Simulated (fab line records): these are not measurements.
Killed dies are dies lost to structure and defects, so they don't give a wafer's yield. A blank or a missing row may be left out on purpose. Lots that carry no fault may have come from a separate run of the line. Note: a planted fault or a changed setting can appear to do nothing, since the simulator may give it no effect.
A lot that was struck, set against a sound lot -- flow sky130 -- 26 out of 708 route steps
Sound: the wafers L429.3, L429.5, L429.6. Wafers L437.1, L437.4, L437.6 were the ones struck. Last of all comes the cause.
Per side, at each step with rows, come the tool, then ch with its chambers, and then its first start. Under that, the readings that differ: sound wafers -- struck wafers -- difference of the means -- sigmas: that difference in standard deviations of wafers without a fault.
alike: a reading whose means differ by less than 2 such deviations, as well as words and numbers matching on both sides. not compared: withheld readings; readings where some wafer has no value; bounds like >300 that might hide an equal value; numbers whose values overlap and for which the record gives no deviation.
Wherever a step has rows on one side only, a row that says differs or no value, or a row with sigmas, the two part there. When numbers do not overlap yet have no deviation, they are printed without sigmas and do not part them. A reading missing from all wafers of one side parts the sides only when that side holds two or more wafers.

SKY_LDD_N_STRIP_16: strips in O2/N2.
  sound on plasma asher-03 ch 0,1, day 19 04:27; struck on plasma asher-02 ch 0,1, day 22 13:34
  alike: drypump motor current A, oes product au, strip time to endpoint s
  not compared: rf hours counter h
SKY_LDD_N_TW_MEAS_17:
  sound on film metro-04, day 19 04:32; struck on film metro-04, day 22 13:40
  alike: LDD_N_TW
then, 7 steps without rows for these wafers: SKY_LDD_P_DEHYDRATE_00 (time 60 s); SKY_LDD_P_HMDS_01 (prime time 60 s); SKY_LDD_P_COAT_02 (resist thk 1140 nm); SKY_LDD_P_SOFTBAKE_03 (time 60 s); SKY_LDD_P_EXPOSE_04 (exposes mask PSDM, target cd 380 nm); SKY_LDD_P_PEB_05; SKY_LDD_P_DEVELOP_06 (develop time 60 s).
SKY_LDD_P_CD_MEAS_07: the cd target is 380 nm.
  sound on cd sem-02, day 20 11:41; struck on cd sem-01, day 23 20:08
  alike: cd nm
SKY_LDD_P_OVL_MEAS_08:
  sound on overlay-01, day 20 11:47; struck on overlay-01, day 23 20:15
  alike: LDD_P_OVL
after that, 1 step had no rows for these wafers: SKY_LDD_P_IMPLANT_09.
SKY_LDD_P_STRIP_10: strips in O2/N2.
  sound on plasma asher-04 ch 0,1, day 20 11:59; struck on plasma asher-04 ch 0, day 23 20:26
reading,sound,struck,difference,sigmas
oes product au (a.u.),0.716 0.717 0.713,0.932 0.939 0.936,+0.220,+51
strip time to endpoint s (s),14.24 14.25 14.21,- - -,no value on the struck wafers,
model.NOVOLAK_of_LDD_P_COAT_02.thk nm (nm),0 0 0,541.3 540 540.7,+540.7,
  alike: drypump motor current A
  not compared: rf hours counter h
SKY_LDD_P_TW_MEAS_11:
  sound on film metro-03, day 20 12:04; struck on film metro-02, day 23 20:32
  alike: LDD_P_TW
then, 7 steps without rows for these wafers: SKY_LDD_HVN_DEHYDRATE_00 (time 60 s); SKY_LDD_HVN_HMDS_01 (prime time 60 s); SKY_LDD_HVN_COAT_02 (resist thk 300 nm); SKY_LDD_HVN_SOFTBAKE_03 (time 60 s); SKY_LDD_HVN_EXPOSE_04 (exposes mask HVNTM, target cd 700 nm); SKY_LDD_HVN_PEB_05; SKY_LDD_HVN_DEVELOP_06 (develop time 60 s).
SKY_LDD_HVN_OVL_MEAS_07:
  sound on overlay-02, day 21 19:11; struck on overlay-02, day 25 02:28
  alike: LDD_HVN_OVL
after that, 1 step had no rows for these wafers: SKY_LDD_HVN_IMPLANT_08.
SKY_LDD_HVN_STRIP_09: strips in O2/N2.
  sound on plasma asher-04 ch 0,1, day 21 19:24; struck on plasma asher-04 ch 0,1, day 25 02:39
reading,sound,struck,difference,sigmas
oes product au (a.u.),0.411 0.413 0.401,0.712 0.706 0.711,+0.301,+70
strip time to endpoint s (s),4.155 4.127 4.157,12.711 12.691 12.711,+8.558,+99 or more
  alike: drypump motor current A
  not compared: rf hours counter h
SKY_LDD_HVN_TW_MEAS_10:
  sound on film metro-01, day 21 19:29; struck on film metro-03, day 25 02:45
reading,sound,struck,difference,sigmas
LDD_HVN_TW,1439 1440 1432,30 30 30,-1407,-99 or more
then, 1 step without rows for these wafers: SKY_LDD_HVP_DEHYDRATE_00 (time 60 s).

## WHERE THEY PART
At SKY_LDD_P_STRIP_10 first; at SKY_LDD_HVN_TW_MEAS_10 last (within this record only).

WHY: whatever the simulator had introduced
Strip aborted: plasma asher-04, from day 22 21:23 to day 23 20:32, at SKY_LDD_P_STRIP_10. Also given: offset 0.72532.
